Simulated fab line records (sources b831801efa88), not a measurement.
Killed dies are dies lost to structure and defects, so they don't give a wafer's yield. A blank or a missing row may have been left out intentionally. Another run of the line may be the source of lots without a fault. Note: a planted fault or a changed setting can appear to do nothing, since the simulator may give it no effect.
fab line records | flow sky130
[record] lots = 14 wafers = 42 lastDay = 51
route steps=708 shown LDD_HVP@286
lots with no fault: from the same line, run without faults
startH: start of the lot's first displayed wafer, in hours after the record's first day | waitH: how many hours have passed since the lot's step before this one | " unchanged from the row above | L1.1+2: a single row standing in for several wafers | - no value, or no start given | * or withheld: withheld | < > ~ a bound
route shown NAME@n: NAME is a module with steps in the file, n the number in the route of the first one | usual: the fault-free wafers' mean and standard deviation | same: alike in all rows | chamber/n: place in a boat | sites: readings site by site | _std_site: their standard deviation | _edge_site: inner sites' mean taken away from outer sites' mean | radiusMm: for every site, how far away it sits from the centre of the wafer | mask NAME#n: copy n | behind: tool/chamber where the wafer was last shaped | hold: what put the lot on hold/how long, in hours/how the hold closed | device: the transistor (n, p or np) that didn't switch | end of line: at the end of the route, the tests of the same wafers | a step with no rows: only its recipe | killed: dies lost to structure and defects at the first sort, not the wafer's yield | map: shows each die of a wafer: x if killed, . if not, _ if none is there
set.NAME: setting as actually run; set.NAME@STEP: the setting as run at that earlier step | model.NAME: the simulator's own value behind a step, which no gauge read
steps of the route over a sample of lots; a table a step, a row a wafer
services: the hour from which a tool's chamber was out of use, counted from the record's first day as startH (under 0 if before that day), plus the number of hours and why
[[steps]]
[step SKY_LDD_HVP_IMPLANT_08]
[recipe] species = B energyKev = 20 doseCm2 = 1.7e+13 tiltDeg = 17.9
[usual] beamEnergyKeV = 20.000/0.0051 doseIonsCm2 = 1.7005e+13/2e+10 faradayCurrentUA = 96.2/2
// columns lot.wafer tool chamber startH waitH beamEnergyKeV doseIonsCm2 faradayCurrentUA
L980.2 implanter-04 0 516.18 0.0 19.996 1.7024e+13 96.9
L980.5 " 0 " " 20.007 1.6994e+13 97.8
L980.6 " 0 " " 20.001 1.7032e+13 96.1
L981.1 implanter-04 0 530.19 0.0 19.998 1.6991e+13 98.3
L981.3 " 0 " " 19.997 1.7002e+13 93.9
L981.5 " 0 " " 20.003 1.7031e+13 99.8
L982.1 implanter-03 0 532.15 0.0 19.999 1.7023e+13 93.4
L982.5 " 0 " " 20.005 1.6999e+13 95.0
L982.6 " 0 " " 20.003 1.6968e+13 98.2
L983.3 implanter-04 0 537.25 0.1 20.011 1.702e+13 96.9
L983.5 " 0 " " 20.007 1.7013e+13 94.7
L983.6 " 0 " " 20.001 1.6981e+13 97.2
L984.1 implanter-03 0 547.48 0.0 20.004 1.7016e+13 95.0
L984.4 " 0 " " 20.004 1.7031e+13 95.4
L984.5 " 0 " " 19.993 1.703e+13 100.0
L985.1 implanter-03 0 555.35 0.0 19.997 1.7018e+13 94.6
L985.2 " 0 " " 19.995 1.6996e+13 96.4
L985.3 " 0 " " 19.993 1.7018e+13 96.3
L987.1 implanter-03 0 574.60 0.0 20.002 1.6983e+13 97.6
L987.2 " 0 " " 20.002 1.6969e+13 97.6
L987.3 " 0 " " 20.014 1.6981e+13 95.5
L988.1 implanter-03 0 575.28 0.0 20.002 1.7024e+13 93.2
L988.2 " 0 " " 20.001 1.7008e+13 93.9
L988.3 " 0 " " 20.006 1.7022e+13 95.0
L991.4 implanter-02 0 606.83 0.1 19.989 1.7015e+13 92.9
L991.5 " 0 " " 19.991 1.7034e+13 99.5
L991.6 " 0 " " 19.990 1.699e+13 98.4
L992.3 implanter-04 0 615.45 0.1 20.003 1.7004e+13 96.8
L992.5 " 0 " " 20.003 1.7016e+13 96.2
L992.6 " 0 " " 20.000 1.7e+13 93.7
L995.1 implanter-04 0 639.48 0.0 19.998 1.7019e+13 94.8
L995.2 " 0 " " 19.996 1.7052e+13 95.2
L995.4 " 0 " " 20.006 1.7055e+13 95.0
L100.2 implanter-03 0 676.65 0.0 19.994 8.0641e+13 442.7
L100.3 " 0 " " 19.995 8.0643e+13 457.7
L100.6 " 0 " " 19.991 8.0631e+13 444.5
L102.4 implanter-03 0 691.87 0.1 20.009 8.0658e+13 460.1
L102.5 " 0 " " 19.997 8.0641e+13 469.8
L102.6 " 0 " " 19.998 8.0622e+13 442.3
L103.1 implanter-04 0 699.48 0.0 20.003 1.7028e+13 95.1
L103.3 " 0 " " 20.002 1.6981e+13 98.2
L103.5 " 0 " " 20.003 1.7013e+13 97.9
[step SKY_LDD_HVP_TW_MEAS_10]
[usual] LDD_HVP_TW = 457.3/2.7
// columns lot.wafer tool chamber startH waitH LDD_HVP_TW
L980.2 filmMetro-04 - 516.41 0.1 454.0
L980.5 " - " " 456.1
L980.6 " - " " 455.9
L981.1 filmMetro-04 - 530.44 0.1 460.5
L981.3 " - " " 458.7
L981.5 " - " " 457.4
L982.1 filmMetro-01 - 532.40 0.1 458.4
L982.5 " - " " 460.1
L982.6 " - " " 457.6
L983.3 filmMetro-04 - 537.47 0.1 456.7
L983.5 " - " " 457.5
L983.6 " - " " 456.1
L984.1 filmMetro-04 - 547.73 0.1 458.6
L984.4 " - " " 458.3
L984.5 " - " " 457.8
L985.1 filmMetro-04 - 555.60 0.1 456.0
L985.2 " - " " 453.0
L985.3 " - " " 457.2
L987.1 filmMetro-04 - 574.85 0.1 455.5
L987.2 " - " " 454.6
L987.3 " - " " 455.1
L988.1 filmMetro-03 - 575.53 0.1 458.9
L988.2 " - " " 460.1
L988.3 " - " " 458.0
L991.4 filmMetro-03 - 607.03 0.1 458.5
L991.5 " - " " 457.5
L991.6 " - " " 456.7
L992.3 filmMetro-01 - 615.67 0.1 459.2
L992.5 " - " " 459.1
L992.6 " - " " 458.2
L995.1 filmMetro-04 - 639.73 0.1 454.2
L995.2 " - " " 450.3
L995.4 " - " " 452.4
L100.2 filmMetro-04 - 676.89 0.1 739.3
L100.3 " - " " 740.3
L100.6 " - " " 745.0
L102.4 filmMetro-03 - 692.07 0.1 748.6
L102.5 " - " " 750.6
L102.6 " - " " 743.3
L103.1 filmMetro-03 - 699.73 0.1 456.9
L103.3 " - " " 459.0
L103.5 " - " " 458.7
[[services]]
// columns tool chamber startH hours kind
implanter-02 - 500.75 3.6 repair
implanter-03 - 507.71 5.9 repair
implanter-03 - 521.69 1.2 repair
implanter-04 - 544.30 3.9 repair
implanter-03 - 547.97 2.3 repair
implanter-02 - 632.69 0.6 repair
implanter-04 - 634.69 1.5 repair
implanter-04 - 646.32 3.9 repair
implanter-04 - 654.86 1.9 repair
implanter-04 - 692.36 3.3 repair
[[key]]
[firstSign] step = SKY_LDD_HVP_IMPLANT_08 reading = doseIonsCm2 direction = up sigmas = 99+ usual = * struck = *
[effect] step = SKY_LDD_HVP_IMPLANT_08 reading = faradayCurrentUA direction = up sigmas = 99+ usual = 96.2 struck = 452.8
[effect] step = SKY_LDD_HVP_TW_MEAS_10 reading = LDD_HVP_TW direction = up sigmas = 99+ usual = 457.3 struck = 744.5
metAt SKY_LDD_HVP_IMPLANT_08
struckLots L100,L102
testerLeftOut L100,L102
onsetBetween 575.28 676.65
[fault] kind = processParameterDrift tool = implanter-03 chamber = - onsetH = 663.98 steps = SKY_LDD_HVP_IMPLANT_08 channel = doseCm2 offset = * shape = step endH = 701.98 actsIn = * stated = *
// testerLeftOut: of these lots the tester's yield and bins aren't shown, on N5 and GAA mostly nor the transistor test; their killed dies are dies lost to structure and defects alone, not to doping, threshold or leakage, so they don't give the yield
